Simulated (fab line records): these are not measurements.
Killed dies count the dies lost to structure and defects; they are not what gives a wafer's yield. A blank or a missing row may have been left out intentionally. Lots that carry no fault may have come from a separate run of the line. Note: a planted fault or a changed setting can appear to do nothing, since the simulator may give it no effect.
fab line records	flow sky130
record lots=24	wafers=72	last_day=50
route steps=708 shown NWELL@81 SONOS_ONO@182 SPACER@305 POLY_CUT@318 SD_P@330 SD_N@350
lots with no fault: from the same line, run without faults
start_h: hours from the record's first day to the start of the lot's first wafer shown	wait_h: hours from the lot's prior step to this one	" the same as in the row above	L1.1+2: a row that stands for several wafers	- either no value or no given start	* or withheld: withheld	< > ~ a bound
route shown NAME@n: names a module that has steps shown in the file, with the first one's number in the route	usual: average and standard deviation across the fault-free wafers	same: alike in all rows	chamber/n: place in a boat	sites: the reading at each site	_std_site: the values' standard deviation	_edge_site: inner sites' mean taken away from outer sites' mean	radius_mm: for every site, how far away it sits from the centre of the wafer	mask NAME#n: copy n	behind: the last tool/chamber to shape the wafer	hold: reason for holding the lot/hours on hold/outcome of the hold	device: the n, p or np transistor that did not switch	end of line: the tests these same wafers got at the end of their route	where a step has no rows: the recipe by itself	killed: dies that structure and defects cost at the first sort, which is not the same as the wafer's yield	map: dies across one wafer; x = killed, . = not, _ = none there
set.NAME: the run value of the setting; set.NAME@STEP: its run value at that earlier step	model.NAME: the simulator's own value behind a step, which no gauge read
steps of the route over a sample of lots; a table a step, a row a wafer
services: from which hour (start_h, from the record's first day; less than 0 if before it) a tool's chamber was out of use, for how many hours, and why
## steps
# step SKY_NWELL_RTA_28
# recipe temp_c=1050	time_s=30	idle_temp_c=650	ramp_up_c_per_s=150	ramp_down_c_per_s=90	ambient=N2
# usual lamp_power_pct=25.30/0.053	wafer_temp_C_max=1054.8/1
lot.wafer	tool	chamber	start_h	wait_h	lamp_power_pct	wafer_temp_C_max
L074.2	rtp_anneal-01	0	99.54	0.0	25.27	1054.8
L074.3	"	0	"	"	25.30	1055.3
L074.4	"	0	"	"	25.31	1054.8
L075.1	rtp_anneal-01	0	108.47	0.0	25.36	1054.6
L075.3	"	0	"	"	25.29	1056.0
L075.5	"	0	"	"	25.31	1053.7
L076.1	rtp_anneal-02	0	113.97	0.0	25.34	1054.7
L076.2	"	0	"	"	25.29	1054.6
L076.3	"	0	"	"	25.28	1054.5
L077.2	rtp_anneal-01	0	120.44	0.0	25.30	1054.1
L077.3	"	0	"	"	25.37	1055.4
L077.4	"	0	"	"	25.32	1054.9
L078.2	rtp_anneal-01	0	127.09	0.0	25.34	1056.1
L078.3	"	0	"	"	25.30	1055.3
L078.5	"	0	"	"	25.35	1054.3
L079.1	rtp_anneal-02	0	130.97	0.0	25.30	1054.3
L079.3	"	0	"	"	25.37	1054.6
L079.6	"	0	"	"	25.25	1055.0
L080.1	rtp_anneal-02	0	140.82	0.0	25.35	1056.0
L080.3	"	0	"	"	25.27	1054.1
L080.4	"	0	"	"	25.31	1053.4
L081.1	rtp_anneal-01	0	143.38	0.0	25.19	1055.3
L081.3	"	0	"	"	25.31	1053.9
L081.4	"	0	"	"	25.21	1053.7
L082.4	rtp_anneal-02	0	154.47	0.1	25.33	1054.9
L082.5	"	0	"	"	25.20	1054.4
L082.6	"	0	"	"	25.22	1054.2
L083.1	rtp_anneal-02	0	160.27	0.0	25.27	1056.3
L083.2	"	0	"	"	25.27	1053.8
L083.4	"	0	"	"	25.32	1054.1
L084.2	rtp_anneal-01	0	163.00	0.0	25.22	1055.1
L084.5	"	0	"	"	25.26	1055.7
L084.6	"	0	"	"	25.33	1054.1
L085.1	rtp_anneal-02	0	171.73	0.0	25.32	1053.0
L085.4	"	0	"	"	25.35	1054.8
L085.5	"	0	"	"	25.37	1054.9
L086.2	rtp_anneal-01	0	175.06	0.0	25.21	1054.1
L086.3	"	0	"	"	25.32	1054.9
L086.4	"	0	"	"	25.27	1054.8
L087.4	rtp_anneal-02	0	185.07	0.1	25.38	1053.9
L087.5	"	0	"	"	25.34	1055.5
L087.6	"	0	"	"	25.29	1056.0
L088.3	rtp_anneal-02	0	193.16	0.0	25.21	1054.7
L088.5	"	0	"	"	25.33	1054.5
L088.6	"	0	"	"	25.37	1054.9
L089.1	rtp_anneal-01	0	194.38	0.0	25.36	1055.6
L089.3	"	0	"	"	25.20	1056.0
L089.6	"	0	"	"	25.26	1054.0
L090.2	rtp_anneal-01	0	202.04	0.0	25.35	1054.8
L090.3	"	0	"	"	25.26	1055.6
L090.5	"	0	"	"	25.34	1055.7
L091.1	rtp_anneal-02	0	205.64	0.0	25.21	1054.8
L091.2	"	0	"	"	25.25	1055.2
L091.5	"	0	"	"	25.37	1055.8
L092.1	rtp_anneal-01	0	210.32	0.0	25.34	1056.2
L092.3	"	0	"	"	25.27	1055.6
L092.6	"	0	"	"	25.27	1058.4
L093.3	rtp_anneal-02	0	219.55	0.0	25.33	1054.8
L093.5	"	0	"	"	25.33	1055.4
L093.6	"	0	"	"	25.18	1054.0
L094.2	rtp_anneal-02	0	226.49	0.0	25.35	1054.3
L094.3	"	0	"	"	25.26	1054.0
L094.4	"	0	"	"	25.21	1054.0
L095.1	rtp_anneal-01	0	231.92	0.0	25.33	1054.9
L095.5	"	0	"	"	25.27	1053.8
L095.6	"	0	"	"	25.36	1058.4
L096.2	rtp_anneal-01	0	236.65	0.0	25.16	1054.0
L096.4	"	0	"	"	25.34	1054.7
L096.6	"	0	"	"	25.31	1055.3
L097.1	rtp_anneal-02	0	242.87	0.0	25.37	1054.8
L097.3	"	0	"	"	25.37	1054.4
L097.6	"	0	"	"	25.23	1053.6
# step SKY_SONOS_ONO_OVL_MEAS_14
# usual SONOS_ONO_OVL=0.1/1.4
lot.wafer	tool	chamber	start_h	wait_h	SONOS_ONO_OVL[nm]
L074.2	overlay-01	-	277.90	0.1	0.4
L074.3	"	-	"	"	1.8
L074.4	"	-	"	"	2.0
L075.1	overlay-01	-	286.29	0.1	-2.1
L075.3	"	-	"	"	-1.8
L075.5	"	-	"	"	-1.4
L076.1	overlay-01	-	292.84	0.1	0.8
L076.2	"	-	"	"	-0.3
L076.3	"	-	"	"	2.4
L077.2	overlay-01	-	302.99	0.1	-0.4
L077.3	"	-	"	"	-1.2
L077.4	"	-	"	"	1.3
L078.2	overlay-02	-	311.60	0.1	0.6
L078.3	"	-	"	"	0.0
L078.5	"	-	"	"	-1.2
L079.1	overlay-02	-	318.74	0.1	0.6
L079.3	"	-	"	"	-1.5
L079.6	"	-	"	"	-1.2
L080.1	overlay-01	-	331.65	0.1	0.1
L080.3	"	-	"	"	0.1
L080.4	"	-	"	"	0.2
L081.1	overlay-02	-	336.50	0.1	0.7
L081.3	"	-	"	"	1.5
L081.4	"	-	"	"	0.9
L082.4	overlay-02	-	349.11	0.1	-0.4
L082.5	"	-	"	"	-0.9
L082.6	"	-	"	"	1.3
L083.1	overlay-02	-	354.94	0.1	0.9
L083.2	"	-	"	"	1.7
L083.4	"	-	"	"	3.4
L084.2	overlay-01	-	359.99	0.1	-1.2
L084.5	"	-	"	"	0.9
L084.6	"	-	"	"	-1.0
L085.1	overlay-02	-	372.93	0.1	-0.2
L085.4	"	-	"	"	-0.6
L085.5	"	-	"	"	-0.8
L086.2	overlay-01	-	379.60	0.1	-1.1
L086.3	"	-	"	"	1.0
L086.4	"	-	"	"	0.1
L087.4	overlay-02	-	390.46	0.1	0.0
L087.5	"	-	"	"	0.2
L087.6	"	-	"	"	-1.6
L088.3	overlay-01	-	401.71	0.1	1.3
L088.5	"	-	"	"	1.4
L088.6	"	-	"	"	0.4
L089.1	overlay-02	-	402.99	0.1	-1.8
L089.3	"	-	"	"	-1.6
L089.6	"	-	"	"	-2.3
L090.2	overlay-01	-	411.90	0.1	1.2
L090.3	"	-	"	"	1.3
L090.5	"	-	"	"	-1.2
L091.1	overlay-02	-	417.75	0.1	1.4
L091.2	"	-	"	"	0.1
L091.5	"	-	"	"	1.8
L092.1	overlay-01	-	423.38	0.1	-1.6
L092.3	"	-	"	"	-0.7
L092.6	"	-	"	"	-0.6
L093.3	overlay-01	-	436.65	0.1	-2.2
L093.5	"	-	"	"	-1.8
L093.6	"	-	"	"	-2.1
L094.2	overlay-02	-	443.50	0.1	1.4
L094.3	"	-	"	"	-0.4
L094.4	"	-	"	"	-1.7
L095.1	overlay-02	-	454.23	0.1	-0.4
L095.5	"	-	"	"	-1.4
L095.6	"	-	"	"	-0.5
L096.2	overlay-02	-	458.45	0.1	-0.5
L096.4	"	-	"	"	0.1
L096.6	"	-	"	"	-0.2
L097.1	overlay-02	-	466.58	0.1	2.8
L097.3	"	-	"	"	2.3
L097.6	"	-	"	"	0.6
# step SKY_SPACER_THK_MEAS_01
# recipe reads=Si3N4_of_SPACER_CVD_00
# usual SPACER_CVD_00_THK=43.0/0.4
lot.wafer	tool	chamber	start_h	wait_h	SPACER_CVD_00_THK[nm]
L074.2	film_metro-03	-	522.98	0.0	42.5
L074.3	"	-	"	"	42.5
L074.4	"	-	"	"	42.6
L075.1	film_metro-04	-	534.08	0.0	42.5
L075.3	"	-	"	"	42.7
L075.5	"	-	"	"	42.3
L076.1	film_metro-03	-	538.37	0.0	42.8
L076.2	"	-	"	"	43.1
L076.3	"	-	"	"	42.8
L077.2	film_metro-04	-	552.80	0.0	43.5
L077.3	"	-	"	"	43.1
L077.4	"	-	"	"	43.4
L078.2	film_metro-02	-	563.01	0.0	42.6
L078.3	"	-	"	"	42.8
L078.5	"	-	"	"	42.3
L079.1	film_metro-04	-	566.97	0.0	42.9
L079.3	"	-	"	"	43.0
L079.6	"	-	"	"	43.2
L080.1	film_metro-03	-	584.06	0.0	42.7
L080.3	"	-	"	"	42.8
L080.4	"	-	"	"	42.7
L081.1	film_metro-04	-	590.70	0.0	43.0
L081.3	"	-	"	"	42.7
L081.4	"	-	"	"	42.6
L082.4	film_metro-04	-	599.06	0.0	43.5
L082.5	"	-	"	"	43.4
L082.6	"	-	"	"	42.9
L083.1	film_metro-02	-	606.67	0.0	42.3
L083.2	"	-	"	"	42.7
L083.4	"	-	"	"	42.5
L084.2	film_metro-02	-	615.10	0.0	42.5
L084.5	"	-	"	"	42.5
L084.6	"	-	"	"	42.2
L085.1	film_metro-02	-	624.28	0.0	43.1
L085.4	"	-	"	"	43.7
L085.5	"	-	"	"	43.3
L086.2	film_metro-03	-	633.84	0.0	42.9
L086.3	"	-	"	"	43.2
L086.4	"	-	"	"	42.7
L087.4	film_metro-02	-	647.30	0.0	43.3
L087.5	"	-	"	"	43.8
L087.6	"	-	"	"	43.8
L089.1	film_metro-03	-	653.99	0.0	43.3
L089.3	"	-	"	"	43.4
L089.6	"	-	"	"	43.6
L088.3	film_metro-03	-	656.58	0.0	42.9
L088.5	"	-	"	"	43.0
L088.6	"	-	"	"	43.1
L091.1	film_metro-04	-	673.75	0.0	43.1
L091.2	"	-	"	"	43.1
L091.5	"	-	"	"	42.8
L092.1	film_metro-03	-	674.96	0.0	43.1
L092.3	"	-	"	"	42.9
L092.6	"	-	"	"	43.0
L090.2	film_metro-04	-	674.97	0.0	43.4
L090.3	"	-	"	"	43.1
L090.5	"	-	"	"	43.6
L093.3	film_metro-02	-	683.75	0.0	43.5
L093.5	"	-	"	"	43.1
L093.6	"	-	"	"	43.2
L094.2	film_metro-02	-	689.29	0.0	42.9
L094.3	"	-	"	"	42.6
L094.4	"	-	"	"	43.2
L095.1	film_metro-02	-	701.70	0.0	43.5
L095.5	"	-	"	"	43.6
L095.6	"	-	"	"	43.4
L096.2	film_metro-02	-	706.38	0.0	43.3
L096.4	"	-	"	"	43.1
L096.6	"	-	"	"	43.3
L097.1	film_metro-03	-	713.92	0.0	42.7
L097.3	"	-	"	"	42.9
L097.6	"	-	"	"	42.7
# step SKY_POLY_CUT_ETCH_11
# recipe target=Si3N4	chemistry=CF4/CH2F2/Ar	stop_on=poly-Si	source_w=600	bias_w=150	pressure_mtorr=40	cf4_flow_sccm=40	ch2f2_flow_sccm=20	Ar_flow_sccm=150	time_s=42.5	target_depth_a=600
# usual cf4_flow_sccm=40.01/0.13	drypump_motor_current_A=5.5/0.54	oes_product_au=0.828/0.0075	throttle_valve_pct=14.995/0.0098
lot.wafer	tool	chamber	start_h	wait_h	cf4_flow_sccm	drypump_motor_current_A	oes_product_au	rf_hours_counter_h	throttle_valve_pct
L074.2	rie_diel-03	2	553.37	0.0	39.98	5.0	0.815	19	14.999
L074.3	"	0	"	"	39.89	5.1	0.821	16	14.992
L074.4	"	3	"	"	40.05	5.2	0.830	-	14.989
L075.1	rie_diel-03	2	564.67	0.0	40.06	5.0	0.832	19	14.999
L075.3	"	3	"	"	40.01	5.2	0.829	1	14.985
L075.5	"	2	"	"	40.18	5.0	0.828	-	14.986
L076.1	rie_diel-02	2	568.57	0.0	40.17	6.3	0.820	43	14.990
L076.2	"	0	"	"	39.86	5.5	0.819	18	14.994
L076.3	"	3	"	"	39.94	5.0	0.815	7	14.989
L077.2	rie_diel-02	1	583.17	0.0	40.14	6.0	0.820	1	15.005
L077.3	"	2	"	"	39.81	6.3	0.829	44	14.999
L077.4	"	0	"	"	39.80	5.6	0.828	19	14.988
L078.2	rie_diel-02	3	592.32	0.0	40.05	5.0	0.816	7	14.991
L078.3	"	1	"	"	40.07	6.0	0.824	1	14.997
L078.5	"	1	"	"	39.99	6.0	0.819	-	14.990
L079.1	rie_diel-03	2	595.77	0.0	40.01	5.0	0.826	20	14.982
L079.3	"	3	"	"	40.20	5.2	0.833	1	14.989
L079.6	"	2	"	"	40.09	5.0	0.824	-	14.995
L080.1	rie_diel-03	2	613.57	0.0	39.98	5.0	0.833	20	15.004
L080.3	"	1	"	"	40.24	4.9	0.842	1	15.012
L080.4	"	2	"	"	40.03	5.0	0.831	-	14.993
L081.1	rie_diel-03	0	620.02	0.0	40.02	5.1	0.820	18	14.988
L081.3	"	3	"	"	39.89	5.2	0.836	2	15.007
L081.4	"	2	"	"	40.18	5.0	0.843	21	15.012
L082.4	rie_diel-02	2	627.77	0.0	40.04	6.3	0.823	44	14.986
L082.5	"	1	"	"	40.05	6.0	0.826	-	14.984
L082.6	"	2	"	"	40.24	6.3	0.821	-	14.986
L083.1	rie_diel-02	3	635.34	0.0	39.98	5.0	0.823	8	15.010
L083.2	"	2	"	"	40.04	6.3	0.830	44	15.001
L083.4	"	1	"	"	40.21	6.0	0.828	2	14.998
L084.2	rie_diel-02	2	643.92	0.0	39.83	6.3	0.824	45	15.002
L084.5	"	1	"	"	39.98	6.0	0.829	-	15.007
L084.6	"	0	"	"	39.95	5.5	0.831	-	15.018
L085.1	rie_diel-03	0	652.62	0.0	39.82	5.1	0.835	18	15.008
L085.4	"	2	"	"	39.87	5.0	0.842	21	15.005
L085.5	"	2	"	"	39.99	5.0	0.822	-	14.994
L086.2	rie_diel-02	3	662.27	0.0	39.87	5.0	0.825	9	14.984
L086.3	"	1	"	"	40.05	6.0	0.824	2	15.004
L086.4	"	0	"	"	40.07	5.5	0.826	20	15.001
L087.4	rie_diel-02	1	675.78	0.0	40.16	6.0	0.834	3	14.991
L087.5	"	0	"	"	40.02	5.6	0.838	-	15.008
L087.6	"	3	"	"	39.87	5.0	0.843	-	14.999
L089.1	rie_diel-02	3	681.97	0.0	39.85	5.0	0.826	9	14.990
L089.3	"	0	"	"	40.12	5.5	0.832	21	14.984
L089.6	"	2	"	"	40.23	6.3	0.826	-	15.007
L088.3	rie_diel-03	2	684.02	0.0	39.99	5.0	0.823	22	14.972
L088.5	"	1	"	"	39.77	4.8	0.817	-	14.987
L088.6	"	2	"	"	40.07	5.0	0.827	-	15.010
L091.1	rie_diel-02	0	702.07	0.0	39.82	5.5	0.823	22	14.989
L091.2	"	1	"	"	40.07	6.0	0.821	3	15.007
L091.5	"	1	"	"	40.00	6.0	0.826	-	14.997
L092.1	rie_diel-01	1	702.92	0.0	39.82	6.2	0.837	16	14.989
L092.3	"	0	"	"	40.03	5.4	0.840	14	14.991
L092.6	"	1	"	"	39.91	6.2	0.842	-	14.980
L090.2	rie_diel-02	3	703.27	0.0	39.91	5.0	0.824	10	14.992
L090.3	"	1	"	"	40.15	6.0	0.816	3	14.982
L090.5	"	2	"	"	39.92	6.3	0.812	-	15.017
L093.3	rie_diel-02	0	711.92	0.0	40.20	5.5	0.825	22	14.988
L093.5	"	1	"	"	39.94	6.0	0.835	-	15.005
L093.6	"	0	"	"	40.20	5.5	0.828	-	14.985
L094.2	rie_diel-03	2	719.17	0.0	40.05	5.0	0.831	23	15.005
L094.3	"	0	"	"	40.24	5.1	0.820	19	15.005
L094.4	"	1	"	"	40.06	4.8	0.842	4	15.007
L095.1	rie_diel-02	0	729.67	0.0	40.11	5.5	0.825	23	14.989
L095.5	"	1	"	"	39.87	6.0	0.826	-	15.009
L095.6	"	0	"	"	39.93	5.5	0.818	-	15.000
L096.2	rie_diel-01	2	733.32	0.0	40.06	5.1	0.836	39	14.974
L096.4	"	0	"	"	39.99	5.4	0.831	14	14.983
L096.6	"	1	"	"	39.97	6.2	0.823	-	15.014
L097.1	rie_diel-03	2	740.82	0.0	39.82	5.0	0.808	24	14.983
L097.3	"	1	"	"	40.20	4.8	0.811	4	14.987
L097.6	"	0	"	"	40.22	5.1	0.808	-	14.980
# step SKY_SD_P_STRIP_10
# recipe chemistry=O2/N2	power_w=1400	pressure_mtorr=1500	platen_temp_c=withheld	o2_flow_sccm=3000	n2_flow_sccm=300	overash_fraction=0.5
# usual drypump_motor_current_A=6.26/0.2	n2_flow_sccm=299.8/0.88	oes_product_au=0.618/0.0049	strip_time_to_endpoint_s=17.52/0.043
lot.wafer	tool	chamber	start_h	wait_h	drypump_motor_current_A	n2_flow_sccm	oes_product_au	rf_hours_counter_h	strip_time_to_endpoint_s
L074.2	plasma_asher-03	1	583.58	0.1	6.27	297.9	0.616	79	17.54
L074.3	"	0	"	"	6.15	300.3	0.615	-	17.50
L074.4	"	1	"	"	6.27	299.2	0.616	-	17.54
L075.1	plasma_asher-02	1	593.53	0.1	6.10	300.1	0.617	88	17.50
L075.3	"	1	"	"	6.07	299.9	0.620	-	17.55
L075.5	"	0	"	"	6.70	301.0	0.611	-	17.58
L076.1	plasma_asher-03	1	597.22	0.1	6.28	299.9	0.626	81	17.60
L076.2	"	0	"	"	6.20	298.8	0.616	81	17.53
L076.3	"	0	"	"	6.18	300.0	0.620	-	17.55
L077.2	plasma_asher-02	1	612.77	0.1	6.07	300.4	0.622	89	17.53
L077.3	"	1	"	"	6.07	301.0	0.613	-	17.54
L077.4	"	0	"	"	6.70	299.1	0.621	-	17.54
L078.2	plasma_asher-03	0	621.28	0.1	6.21	298.4	0.622	83	17.53
L078.3	"	1	"	"	6.30	299.0	0.617	-	17.55
L078.5	"	0	"	"	6.16	299.3	0.620	-	17.51
L079.1	plasma_asher-02	1	624.92	0.1	6.04	299.8	0.615	91	17.43
L079.3	"	0	"	"	6.70	298.0	0.615	-	17.44
L079.6	"	1	"	"	6.08	300.6	0.623	-	17.44
L080.1	plasma_asher-01	0	641.78	0.1	6.06	300.3	0.616	52	17.52
L080.3	"	0	"	"	6.05	300.6	0.619	-	17.54
L080.4	"	1	"	"	6.36	299.2	0.621	-	17.57
L081.1	plasma_asher-01	0	648.97	0.1	6.06	300.7	0.620	53	17.53
L081.3	"	1	"	"	6.37	300.0	0.630	-	17.49
L081.4	"	0	"	"	6.06	300.2	0.618	-	17.53
L082.4	plasma_asher-03	0	656.30	0.1	6.22	299.7	0.610	-	17.51
L082.5	"	0	"	"	6.22	299.4	0.621	-	17.57
L082.6	"	1	"	"	6.28	299.3	0.618	-	17.52
L083.1	plasma_asher-01	1	663.43	0.1	6.38	300.8	0.610	54	17.48
L083.2	"	0	"	"	6.05	298.8	0.615	54	17.45
L083.4	"	1	"	"	6.37	299.8	0.612	-	17.44
L084.2	plasma_asher-01	0	672.03	0.1	6.03	300.7	0.616	55	17.49
L084.5	"	0	"	"	6.03	299.7	0.623	-	17.43
L084.6	"	1	"	"	6.36	300.0	0.620	-	17.49
L085.1	plasma_asher-01	0	680.35	0.1	6.08	300.5	0.620	56	17.50
L085.4	"	1	"	"	6.37	300.5	0.610	-	17.55
L085.5	"	0	"	"	6.04	299.8	0.622	-	17.53
L086.2	plasma_asher-03	0	690.33	0.1	6.18	300.2	0.614	88	17.59
L086.3	"	0	"	"	6.19	300.3	0.609	-	17.55
L086.4	"	1	"	"	6.28	299.3	0.611	-	17.59
L087.4	plasma_asher-03	0	704.30	0.1	6.19	299.8	0.625	-	17.44
L087.5	"	0	"	"	6.18	300.0	0.614	-	17.48
L087.6	"	1	"	"	6.28	301.1	0.627	-	17.43
L089.1	plasma_asher-01	0	709.90	0.1	6.03	300.4	0.622	59	17.55
L089.3	"	1	"	"	6.37	299.8	0.610	-	17.59
L089.6	"	1	"	"	6.37	299.3	0.615	-	17.61
L088.3	plasma_asher-02	1	712.16	0.1	6.09	297.5	0.615	-	17.55
L088.5	"	0	"	"	6.71	299.9	0.617	-	17.55
L088.6	"	1	"	"	6.07	299.4	0.620	-	17.53
L091.1	plasma_asher-01	1	730.23	0.1	6.37	299.3	0.618	61	17.45
L091.2	"	0	"	"	6.04	298.5	0.627	61	17.46
L091.5	"	1	"	"	6.37	300.3	0.610	-	17.49
L092.1	plasma_asher-02	1	730.77	0.1	6.06	300.2	0.616	102	17.56
L092.3	"	0	"	"	6.69	299.3	0.618	-	17.58
L092.6	"	1	"	"	6.06	300.4	0.623	-	17.60
L090.2	plasma_asher-03	1	731.07	0.1	6.26	301.2	0.624	91	17.48
L090.3	"	0	"	"	6.20	299.5	0.614	-	17.45
L090.5	"	1	"	"	6.25	298.3	0.617	-	17.45
L093.3	plasma_asher-03	0	739.71	0.1	6.24	297.1	0.621	-	17.52
L093.5	"	1	"	"	6.28	298.7	0.621	-	17.52
L093.6	"	0	"	"	6.22	299.2	0.620	-	17.52
L094.2	plasma_asher-03	1	746.93	0.1	6.29	299.0	0.614	93	17.56
L094.3	"	1	"	"	6.29	300.9	0.624	-	17.55
L094.4	"	0	"	"	6.19	299.5	0.620	-	17.50
L095.1	plasma_asher-02	1	757.03	0.1	6.05	299.9	0.614	1	17.58
L095.5	"	0	"	"	6.70	301.0	0.621	-	17.49
L095.6	"	1	"	"	6.04	300.6	0.619	-	17.57
L096.2	plasma_asher-01	1	760.18	0.1	6.35	300.3	0.619	64	17.53
L096.4	"	0	"	"	6.05	299.9	0.626	-	17.58
L096.6	"	1	"	"	6.36	299.1	0.617	-	17.53
L097.1	plasma_asher-01	1	768.33	0.1	6.38	300.8	0.630	65	17.51
L097.3	"	1	"	"	6.40	301.2	0.615	-	17.52
L097.6	"	0	"	"	6.05	299.3	0.619	-	17.51
# step SKY_SD_N_OVL_MEAS_08
# usual SD_N_OVL=-0.3/1.5
lot.wafer	tool	chamber	start_h	wait_h	SD_N_OVL[nm]
L074.2	overlay-01	-	640.99	0.1	-0.1
L074.3	"	-	"	"	0.1
L074.4	"	-	"	"	3.1
L075.1	overlay-01	-	650.83	0.1	-1.1
L075.3	"	-	"	"	-1.2
L075.5	"	-	"	"	0.6
L076.1	overlay-02	-	655.11	0.1	-0.7
L076.2	"	-	"	"	-0.9
L076.3	"	-	"	"	-0.4
L077.2	overlay-01	-	668.85	0.1	-1.6
L077.3	"	-	"	"	-2.3
L077.4	"	-	"	"	-2.6
L078.2	overlay-01	-	678.34	0.1	-1.7
L078.3	"	-	"	"	0.5
L078.5	"	-	"	"	1.0
L079.1	overlay-02	-	680.68	0.1	1.9
L079.3	"	-	"	"	0.6
L079.6	"	-	"	"	1.4
L080.1	overlay-01	-	697.40	0.1	2.1
L080.3	"	-	"	"	0.2
L080.4	"	-	"	"	1.9
L081.1	overlay-01	-	705.63	0.1	2.5
L081.3	"	-	"	"	0.2
L081.4	"	-	"	"	-0.6
L082.4	overlay-02	-	711.51	0.1	1.0
L082.5	"	-	"	"	0.7
L082.6	"	-	"	"	0.7
L083.1	overlay-01	-	719.68	0.1	-1.0
L083.2	"	-	"	"	-1.3
L083.4	"	-	"	"	-1.5
L084.2	overlay-02	-	727.55	0.1	-2.8
L084.5	"	-	"	"	-1.5
L084.6	"	-	"	"	-1.7
L085.1	overlay-01	-	736.70	0.1	-0.3
L085.4	"	-	"	"	-0.7
L085.5	"	-	"	"	-0.3
L086.2	overlay-02	-	745.75	0.1	-0.8
L086.3	"	-	"	"	-1.1
L086.4	"	-	"	"	0.3
L087.4	overlay-01	-	759.35	0.1	-2.8
L087.5	"	-	"	"	-2.5
L087.6	"	-	"	"	-2.9
L089.1	overlay-01	-	764.68	0.1	-3.2
L089.3	"	-	"	"	-1.7
L089.6	"	-	"	"	-2.1
L088.3	overlay-02	-	766.41	0.1	1.1
L088.5	"	-	"	"	-1.4
L088.6	"	-	"	"	-1.5
L091.1	overlay-01	-	783.84	0.1	-0.7
L091.2	"	-	"	"	0.2
L091.5	"	-	"	"	-0.5
L092.1	overlay-02	-	786.03	0.1	1.1
L092.3	"	-	"	"	-1.8
L092.6	"	-	"	"	0.7
L090.2	overlay-01	-	786.64	0.1	-1.3
L090.3	"	-	"	"	-3.6
L090.5	"	-	"	"	-0.9
L093.3	overlay-01	-	793.00	0.1	2.3
L093.5	"	-	"	"	-0.1
L093.6	"	-	"	"	-0.8
L094.2	overlay-02	-	800.39	0.1	0.0
L094.3	"	-	"	"	1.5
L094.4	"	-	"	"	0.2
L095.1	overlay-01	-	810.40	0.1	1.2
L095.5	"	-	"	"	-0.5
L095.6	"	-	"	"	-1.0
L096.2	overlay-01	-	813.20	0.1	-0.4
L096.4	"	-	"	"	-2.1
L096.6	"	-	"	"	0.5
L097.1	overlay-02	-	821.53	0.1	0.7
L097.3	"	-	"	"	2.0
L097.6	"	-	"	"	2.1
## services
tool	chamber	start_h	hours	kind
rtp_anneal-01	-	78.56	3.2	pm
plasma_asher-03	-	105.21	3.5	repair
plasma_asher-01	-	108.78	9.0	pm
plasma_asher-01	-	114.84	5.5	repair
rie_diel-02	2	118.84	8.6	repair
plasma_asher-03	-	134.10	2.8	pm
rie_diel-03	2	140.54	5.0	repair
rie_diel-03	-	156.66	0.5	repair
rie_diel-02	2	157.21	6.3	repair
plasma_asher-03	-	168.86	1.6	repair
rie_diel-03	1	176.26	5.7	repair
rie_diel-02	3	177.64	9.9	repair
plasma_asher-01	-	183.32	2.7	repair
rtp_anneal-02	-	206.98	4.3	pm
plasma_asher-03	-	226.50	2.6	repair
rie_diel-02	3	315.45	56.7	repair
rie_diel-02	3	380.60	8.3	repair
rie_diel-02	3	519.38	12.7	repair
rie_diel-02	0	536.40	3.9	repair
rie_diel-02	0	600.78	9.0	repair
rtp_anneal-02	-	648.93	0.7	pm
rie_diel-02	1	681.04	12.2	repair
rie_diel-02	-	715.22	0.5	repair
rie_diel-02	-	746.85	0.5	repair
## key
fault none
